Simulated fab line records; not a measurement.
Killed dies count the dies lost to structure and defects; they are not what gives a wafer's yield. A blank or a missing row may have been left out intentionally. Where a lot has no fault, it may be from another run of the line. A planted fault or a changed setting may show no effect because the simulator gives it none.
Comparing a struck lot with a sound one	flow sky130	16 steps out of a route of 708
Sound: these wafers, L806.2, L806.4, L806.6. Struck: wafer L825.3 (L825.2, L825.4, from the same lot, were not struck and are left out); the cause is given at the end.
Each step with rows lists, per side, the tool, then ch with its chambers, then its first start. Under that, the readings that differ: sound wafers	struck wafers	difference of the means	sigmas: that difference in standard deviations of wafers without a fault.
alike: words and numbers the same on both sides, and readings whose means are apart by under 2 such deviations; not compared: readings that were withheld, readings missing a value for some wafer, numbers with overlapping values and no deviation given by the record, and bounds like >300 which may hide the same value.
A row with sigmas, a row that says differs or no value, or rows on one side alone: a step with any of these is where the two part. When numbers do not overlap yet have no deviation, they are printed without sigmas and do not part them. A reading that every wafer of one side lacks parts them only if that side has two wafers or more.

first, 8 steps without rows for these wafers: SKY_POLY_GATE_DEHYDRATE_05 (time 60 s); SKY_POLY_GATE_HMDS_06 (prime time 60 s); SKY_POLY_GATE_COAT_07 (resist thk 110 nm); SKY_POLY_GATE_COAT_08 (resist thk 450 nm); SKY_POLY_GATE_SOFTBAKE_09 (time 90 s); SKY_POLY_GATE_EXPOSE_10 (exposes mask P1M, target cd 150 nm); SKY_POLY_GATE_PEB_11; SKY_POLY_GATE_DEVELOP_12 (develop time 60 s).
SKY_POLY_GATE_CD_MEAS_13: target cd 150 nm.
  sound: cd-sem-01 at day 18 07:52; struck: cd-sem-01 at day 24 10:58
  alike: cd-nm
SKY_POLY_GATE_OVL_MEAS_14:
  sound: overlay-02 at day 18 07:58; struck: overlay-01 at day 24 11:04
  alike: POLY_GATE_OVL
SKY_POLY_GATE_ETCH_15: etches BARC in N2/H2, stops on SiO2, time 118.5 s, target depth 110 nm.
  sound on rie-diel-03 ch 0,1,3, day 18 08:00; struck on rie-diel-01 ch 3, day 24 11:05
  alike: drypump-motor-current-A, oes-product-au, run-length-s, throttle-valve-pct
  not compared: rf-hours-counter-h
SKY_POLY_GATE_ETCH_16: etches Si3N4 in CH3F/O2, stops on poly-Si, time 147.5 s, target depth 75 nm.
  sound on rie-diel-03 ch 0,1,3, day 18 08:05; struck on rie-diel-01 ch 3, day 24 11:11
  alike: drypump-motor-current-A, oes-product-au, run-length-s, throttle-valve-pct
  not compared: rf-hours-counter-h
SKY_POLY_GATE_ETCH_17: etches poly-Si in HBr/Cl2, stops on SiO2, target depth 180 nm, time 70.5 s.
  sound on rie-si-02 ch 1,2,3, day 18 08:11; struck on rie-si-01 ch 1, day 24 11:17
reading	sound	struck	difference	sigmas
oes-product-au (a.u.)	0.995 0.998 0.998	0.835	-0.162	-21
run-length-s (s)	99.8 99.2 99.2	119.9	+20.5	+41
model.KrF-thick_of_POLY_GATE_COAT_08.thk-nm (nm)	136.9 140.6 130.2	117.3	-18.6	
model.SiO2_of_SONOS_ONO_CVD_04.thk-nm (nm)	4.385 4.394 4.397	3.203	-1.189	
  alike: drypump-motor-current-A, throttle-valve-pct
  not compared: rf-hours-counter-h
SKY_POLY_GATE_STRIP_18: strips in O2/N2.
  sound on plasma-asher-02 ch 0,1, day 18 08:14; struck on plasma-asher-04 ch 1, day 24 11:20
reading	sound	struck	difference	sigmas
strip-time-to-endpoint-s (s)	3.13 3.19 3.07	2.93	-0.20	-5
  alike: drypump-motor-current-A, oes-product-au
  not compared: rf-hours-counter-h
then, 1 step without rows for these wafers: SKY_POLY_GATE_CLEAN_19 (cleans in SC1/SC2, time 150 s).
-- a jump in the record: the struck wafers' starts before and after are 27 days apart (it breaks off in module POLY_GATE and resumes in module PAD_OPEN, where the first step shown is number 708 of the route) --
SKY_PAD_OPEN_PROBE_99:
  sound: prober-02 at day 47 19:51; struck: prober-01 at day 51 07:04
reading	sound	struck	difference	sigmas
model.etest.tip-sonos.rs-ohm-sq	2653 2678 2616	2412	-237	
model.etest.tip-n.rs-ohm-sq	437.2 440.4 435.6	432.5	-5.2	
  alike: killed_at_M0_to_M3, killed_at_M4_up, killed-at-contacts, killed-at-front-end, killed-at-other, killed-dies, killed-open, killed-short

== WHERE THEY PART ==
At SKY_POLY_GATE_ETCH_17 first; at SKY_POLY_GATE_STRIP_18 last (within this record only). Later steps at which nothing parts them and some readings are alike: SKY_PAD_OPEN_PROBE_99.

WHY: what had been put in by the simulator
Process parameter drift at SKY_POLY_GATE_ETCH_17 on rie-si-01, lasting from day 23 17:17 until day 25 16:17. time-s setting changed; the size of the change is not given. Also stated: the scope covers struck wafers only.
